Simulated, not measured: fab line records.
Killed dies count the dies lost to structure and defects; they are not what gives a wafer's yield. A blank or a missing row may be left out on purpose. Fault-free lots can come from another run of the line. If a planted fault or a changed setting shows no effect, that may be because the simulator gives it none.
Matching of chambers || flow sky130 || SKY_LI_CONTACT_CMP_02 on cmp-02 has 4 sister chambers
The step polishes PSG. 4 wafers are shown with their chamber, then 7 later ones without.

== WAFERS PAIRED WITH THEIR CHAMBERS ==
{"wafer": "L854.1", "chamber": 0, "motor_current_A (A)": 12.2}
{"wafer": "L862.6", "chamber": 2, "motor_current_A (A)": 11.4}
{"wafer": "L866.3", "chamber": 1, "motor_current_A (A)": 10.1}
{"wafer": "L865.1", "chamber": 3, "motor_current_A (A)": 12.3}

== WAFERS WHOSE CHAMBER IS MISSING ==
{"wafer": "L865.2", "motor_current_A (A)": 12.4}
{"wafer": "L865.3", "motor_current_A (A)": 10.0}
{"wafer": "L869.1", "motor_current_A (A)": 12.6}
{"wafer": "L869.2", "motor_current_A (A)": 12.2}
{"wafer": "L876.2", "motor_current_A (A)": 11.7}
{"wafer": "L876.3", "motor_current_A (A)": 13.1}
{"wafer": "L876.5", "motor_current_A (A)": 12.1}

== WHICH CHAMBER EACH WENT THROUGH ==
{"wafer": "L865.2", "from the rows above": "can't be placed: 3 or 0", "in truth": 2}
{"wafer": "L865.3", "from the rows above": 1, "in truth": 1}
{"wafer": "L869.1", "from the rows above": "can't be placed: 3 or 0", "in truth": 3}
{"wafer": "L869.2", "from the rows above": "can't be placed: 0 or 3", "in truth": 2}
{"wafer": "L876.2", "from the rows above": "can't be placed: 2 or 0 or 3", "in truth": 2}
{"wafer": "L876.3", "from the rows above": "can't be placed: 3 or 0", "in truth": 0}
{"wafer": "L876.5", "from the rows above": "can't be placed: 0 or 3 or 2", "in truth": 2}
Placed correctly: 1 of 7. Can't be placed from these rows: 6 (the true chamber is among the candidates in 4). Number placed wrongly: 0.
How it was worked out, from the rows above alone: a wafer's distance from a chamber is the root of the sum, over the readings, of the square of ((its reading less the chamber's mean) divided by the reading's scatter). If the next closest chamber is less than 2 further off than the closest, the wafer can't be placed; otherwise it belongs to the closest. Each chamber's mean is taken over the wafers shown for it. The scatter: with one shown wafer a chamber, the root of the mean of the squares of how far each hidden wafer lies from its nearest shown one.
